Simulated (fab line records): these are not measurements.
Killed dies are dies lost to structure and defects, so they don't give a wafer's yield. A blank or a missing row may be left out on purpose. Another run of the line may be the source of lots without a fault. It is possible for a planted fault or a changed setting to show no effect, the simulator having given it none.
Comparing a struck lot with a sound one || flow sky130 || 30 steps out of a route of 708
Sound: the wafers L315.3, L315.5, L315.6. Struck: wafers L327.1, L327.4, L327.5. At the end, the cause is stated.
Each step with rows lists, per side, the tool, then ch with its chambers, then its first start. Under that, the readings that differ: sound wafers || struck wafers || difference of the means || sigmas: that difference in standard deviations of wafers without a fault.
alike: readings with means less than 2 such deviations apart, plus words and numbers identical on both sides. not compared: withheld readings, readings lacking a value on some wafer, bounds such as >300 that could conceal the same value, and numbers that have no deviation in the record and whose values overlap.
The two part at a step that has a row with sigmas, a row that says differs or no value, or rows on one side only. Non-overlapping numbers with no deviation appear without sigmas and do not part them. Lack of a reading on every wafer of one side parts them only where that side has two or more wafers.

first, 5 steps without rows for these wafers: SKY_SONOS_ONO_COAT_08 (resist thk 1140 nm); SKY_SONOS_ONO_SOFTBAKE_09 (time 60 s); SKY_SONOS_ONO_EXPOSE_10 (exposes mask ONOM, target cd 410 nm); SKY_SONOS_ONO_PEB_11; SKY_SONOS_ONO_DEVELOP_12 (develop time 60 s).
SKY_SONOS_ONO_CD_MEAS_13: the cd target is 410 nm.
  sound on cd-sem-02, day 13 11:34; struck on cd-sem-01, day 17 15:49
  alike: cd-nm
SKY_SONOS_ONO_OVL_MEAS_14:
  sound on overlay-01, day 13 11:39; struck on overlay-02, day 17 15:56
  alike: SONOS_ONO_OVL
SKY_SONOS_ONO_ETCH_15: etches the open film in CHF3/O2, target depth 19.52 nm, time 7.8 s.
  sound on rie-diel-02 ch 1,2,3, day 13 11:41; struck on rie-diel-02 ch 1,3, day 17 15:58
  alike: drypump-motor-current-A, oes-product-au, throttle-valve-pct
  not compared: rf-hours-counter-h
then, 1 step without rows for these wafers: SKY_SONOS_ONO_WET_ETCH_16 (etches SiO2 in dHF, target depth 14 nm, time 280 s).
SKY_SONOS_ONO_STRIP_17: strips in O2/N2.
  sound on plasma-asher-02 ch 0,1, day 13 11:49; struck on plasma-asher-04 ch 0, day 17 16:05
{"reading": "drypump-motor-current-A (A)", "sound": "6.4 6.0 6.4", "struck": "4.7 4.7 4.7", "difference": -1.6, "sigmas": -3}
  alike: o2-flow-sccm, oes-product-au, strip-time-to-endpoint-s
  not compared: rf-hours-counter-h
then, 2 steps without rows for these wafers: SKY_SONOS_ONO_WET_ETCH_18 (etches Si3N4 in H3PO4, target depth 15 nm, time 172 s); SKY_GATE_OXIDE_CLEAN_00 (cleans in SC1/SC2, time 150 s).
SKY_GATE_OXIDE_OXIDATION_01: stabilise 600 s, purge 300 s, target thk 10.268 nm.
  sound on furnace-01 ch 0, day 13 12:20; struck on furnace-01 ch 0, day 17 17:27
{"reading": "ox-time-s (s)", "sound": "1473 1473 1473", "struck": "2209.5 2209.5 2209.5", "difference": "+736.5", "sigmas": ""}
{"reading": "model.SiO2_of_GATE_OXIDE_OXIDATION_01.thk-nm (nm)", "sound": "10.06 10.03 10.15", "struck": "13.2 13.38 13.66", "difference": "+3.3", "sigmas": ""}
  alike: spike-tc-lower-C
SKY_GATE_OXIDE_THK_MEAS_02:
  sound on film-metro-02, day 13 13:46; struck on film-metro-02, day 17 18:52
{"reading": "GATE_OXIDE_OXIDATION_00_THK (nm)", "sound": "10.08 10.02 10.12", "struck": "13.17 13.37 13.64", "difference": "+3.32", "sigmas": "+18"}
then, 7 steps without rows for these wafers: SKY_GATE_OXIDE_DEHYDRATE_03 (time 60 s); SKY_GATE_OXIDE_HMDS_04 (prime time 60 s); SKY_GATE_OXIDE_COAT_05 (resist thk 1140 nm); SKY_GATE_OXIDE_SOFTBAKE_06 (time 60 s); SKY_GATE_OXIDE_EXPOSE_07 (exposes mask LVOM, target cd 600 nm); SKY_GATE_OXIDE_PEB_08; SKY_GATE_OXIDE_DEVELOP_09 (develop time 60 s).
SKY_GATE_OXIDE_OVL_MEAS_10:
  sound on overlay-01, day 14 16:05; struck on overlay-02, day 19 00:51
  alike: GATE_OXIDE_OVL
then, 2 steps without rows for these wafers: SKY_GATE_OXIDE_IMPLANT_11; SKY_GATE_OXIDE_WET_ETCH_12 (etches SiO2 in dHF, target depth 16.8 nm, time 336 s).
SKY_GATE_OXIDE_STRIP_13: strips in O2/N2.
  sound on plasma-asher-04 ch 0,1, day 14 16:23; struck on plasma-asher-01 ch 0,1, day 19 01:08
  alike: drypump-motor-current-A, o2-flow-sccm, oes-product-au, strip-time-to-endpoint-s
  not compared: rf-hours-counter-h
SKY_GATE_OXIDE_TW_MEAS_14:
  sound on film-metro-02, day 14 16:29; struck on film-metro-02, day 19 01:14
  alike: GATE_OXIDE_TW
then, 1 step without rows for these wafers: SKY_GATE_OXIDE_CLEAN_15 (cleans in SC1/SC2, time 150 s).
SKY_GATE_OXIDE_OXIDATION_16: stabilise 600 s, purge 300 s, target thk 3.57 nm.
  sound on furnace-01 ch 0, day 14 16:59; struck on furnace-01 ch 0, day 19 02:25
{"reading": "model.SiO2_of_GATE_OXIDE_OXIDATION_01.thk-nm (nm)", "sound": "11.45 11.38 11.51", "struck": "14.35 14.54 14.81", "difference": "+3.12", "sigmas": ""}
  alike: ox-time-s, spike-tc-lower-C
then, 1 step without rows for these wafers: SKY_POLY_GATE_CVD_00 (deposits poly-Si, target thk 180 nm, time 720 s).
-- a jump in the record: the struck wafers' starts before and after are 30 days apart (it breaks off in module POLY_GATE and resumes in module PAD_OPEN, where the first step shown is number 708 of the route) --
SKY_PAD_OPEN_PROBE_99:
  sound on prober-02, day 46 03:41; struck on prober-02, day 49 03:28
{"reading": "model.etest.nfet_16v.r-on-ohm-um", "sound": "1.423e+04 1.423e+04 1.421e+04", "struck": "1.542e+04 1.568e+04 1.57e+04", "difference": "+1.377e+03", "sigmas": ""}
{"reading": "model.etest.pfet_16v.r-on-ohm-um", "sound": "1.52e+04 1.525e+04 1.516e+04", "struck": "1.621e+04 1.618e+04 1.625e+04", "difference": "+1.010e+03", "sigmas": ""}
{"reading": "model.etest.tip-sonos.rs-ohm-sq", "sound": "2686 2616 2680", "struck": "3384 3422 3578", "difference": "+801", "sigmas": ""}
{"reading": "model.etest.pfet-g5v0d10v5.r-on-ohm-um", "sound": "4709 4749 4740", "struck": "5391 5421 5447", "difference": "+687", "sigmas": ""}
{"reading": "model.etest.nfet-g5v0d10v5.r-on-ohm-um", "sound": "1896 1886 1901", "struck": "2144 2150 2156", "difference": "+256", "sigmas": ""}
{"reading": "model.etest.tip-p.rs-ohm-sq", "sound": "6835 6839 6867", "struck": "7078 7108 7162", "difference": "+269", "sigmas": ""}
{"reading": "model.etest.nfet-g5v0d10v5.drive-ua-um", "sound": "615.7 613.7 605", "struck": "483.8 484.9 472.1", "difference": -131.2, "sigmas": ""}
{"reading": "model.etest.nfet_05v0_nvt.drive-ua-um", "sound": "580.9 586.4 578.2", "struck": "476.6 472.8 466.5", "difference": -109.9, "sigmas": ""}
  alike: killed_at_M0_to_M3, killed_at_M4_up, killed-at-contacts, killed-at-front-end, killed-at-other, killed-dies, killed-open, killed-short

WHERE THEY PART
First at SKY_SONOS_ONO_STRIP_17; last, within this record, at SKY_GATE_OXIDE_THK_MEAS_02. Later steps at which nothing parts them and some readings are alike: SKY_GATE_OXIDE_OVL_MEAS_10, SKY_GATE_OXIDE_STRIP_13, SKY_GATE_OXIDE_TW_MEAS_14, SKY_GATE_OXIDE_OXIDATION_16, SKY_PAD_OPEN_PROBE_99.

WHY: what the simulator had put in
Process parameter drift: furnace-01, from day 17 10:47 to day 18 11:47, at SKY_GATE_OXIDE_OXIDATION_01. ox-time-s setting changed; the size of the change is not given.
